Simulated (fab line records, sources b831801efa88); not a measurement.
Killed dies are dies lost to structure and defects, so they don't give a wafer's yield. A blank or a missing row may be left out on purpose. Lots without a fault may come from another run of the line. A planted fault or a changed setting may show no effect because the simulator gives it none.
Which tool did it? | flow gf180mcu | 12 lots, 36 wafers sampled, at 1 step of a route of 602

WHAT THE GAUGES READ, wafer by wafer
GF_STI_BOW_MEAS_00.
lot  | measured    | on            | INCOMING_BOW (um)
L075 | day 1 15:00 | film_metro-02 | 2 -7 0
L077 | day 2 01:00 | film_metro-04 | 6 10 -1
L079 | day 2 11:02 | film_metro-04 | -2 -4 5
L081 | day 2 21:00 | film_metro-04 | 2 -1 0
L083 | day 3 07:00 | film_metro-01 | -3 -6 -4
L085 | day 3 17:00 | film_metro-04 | 4 4 0
L087 | day 4 03:00 | film_metro-01 | 2 2 -9
L089 | day 4 13:02 | film_metro-01 | -1 -3 -10
L091 | day 4 23:01 | film_metro-04 | 9 -8 -2
L093 | day 5 09:00 | film_metro-02 | 4 -17 6
L095 | day 5 19:00 | film_metro-02 | 8 2 10
L097 | day 6 05:00 | film_metro-04 | 5 -5 -2

WHICH TOOL RAN EACH LOT (tool, then ch and the chambers of the sampled wafers, then the start)
The record holds no process step before these readings.

THE ANSWER, worked out from the rows above alone
Rule: what is usual is taken from the lots themselves. Put in order of their means at a reading, lots are off if they are a third of the lots or fewer, leave a main group of 4 or more, and stand apart from it by a gap of 3 or more times the standard deviation of the main group's means; of several such gaps the widest counts. A main group whose means are all the same, to the digits that the tables above print for the reading, isn't used. A lot without any number at a reading at which 4 lots or more have one is off too. The other lots that the step has rows for count as sound.
No lot is off at any reading shown: from this, nothing can be told.

WHAT THE SIMULATOR HAD PUT IN
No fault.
